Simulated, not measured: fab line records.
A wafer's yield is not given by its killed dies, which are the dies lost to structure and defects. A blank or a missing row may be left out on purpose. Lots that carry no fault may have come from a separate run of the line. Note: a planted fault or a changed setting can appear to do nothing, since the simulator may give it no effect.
Matching of chambers | flow sky130 | SKY_LI_CONTACT_HDPCVD_00 on hdpcvd-01 has 3 sister chambers
The step deposits PSG, target thk 930 nm, time 155 s. 6 wafers are shown with their chamber, then 7 later ones without.

## EACH WAFER AND ITS CHAMBER
wafer  | chamber | run-length-s (s) | pressure-mtorr (mTorr)
L549.6 | 2       | 181.7            | 5.999
L555.2 | 0       | 183.0            | 5.989
L555.3 | 1       | 183.0            | 6.003
L555.4 | 1       | 183.9            | 5.999
L557.1 | 2       | 182.0            | 6.016
L557.4 | 0       | 182.9            | 5.999

## WAFERS WHOSE CHAMBER IS MISSING
wafer  | run-length-s (s) | pressure-mtorr (mTorr)
L557.5 | 181.9            | 5.990
L559.1 | 181.7            | 5.997
L559.2 | 183.5            | 5.981
L559.6 | 182.6            | 6.003
L560.4 | 182.9            | 6.001
L560.5 | 181.8            | 6.015
L560.6 | 182.8            | 6.000

## WHICH CHAMBER EACH WENT THROUGH
wafer  | from the rows above          | in truth
L557.5 | can't be placed: 2 or 0      | 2
L559.1 | can't be placed: 2 or 0      | 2
L559.2 | can't be placed: 0 or 1      | 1
L559.6 | can't be placed: 0 or 2 or 1 | 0
L560.4 | can't be placed: 0 or 1 or 2 | 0
L560.5 | 2                            | 2
L560.6 | can't be placed: 0 or 1 or 2 | 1
Placed correctly: 1 of 7. Not placeable from these rows: 6 (in 6, the candidates include the true chamber). Placed wrongly: 0.
How it was worked out, from the rows above alone: a wafer's distance from a chamber is the root of the sum, over the readings, of the square of ((its reading less the chamber's mean) divided by the reading's scatter). If the next closest chamber is less than 2 further off than the closest, the wafer can't be placed; otherwise it belongs to the closest. For every chamber, the mean is computed from those of its wafers that are shown. The scatter: the root of (the sum of the squares of (reading less its chamber's mean) over the shown wafers, divided by (wafers less chambers)).
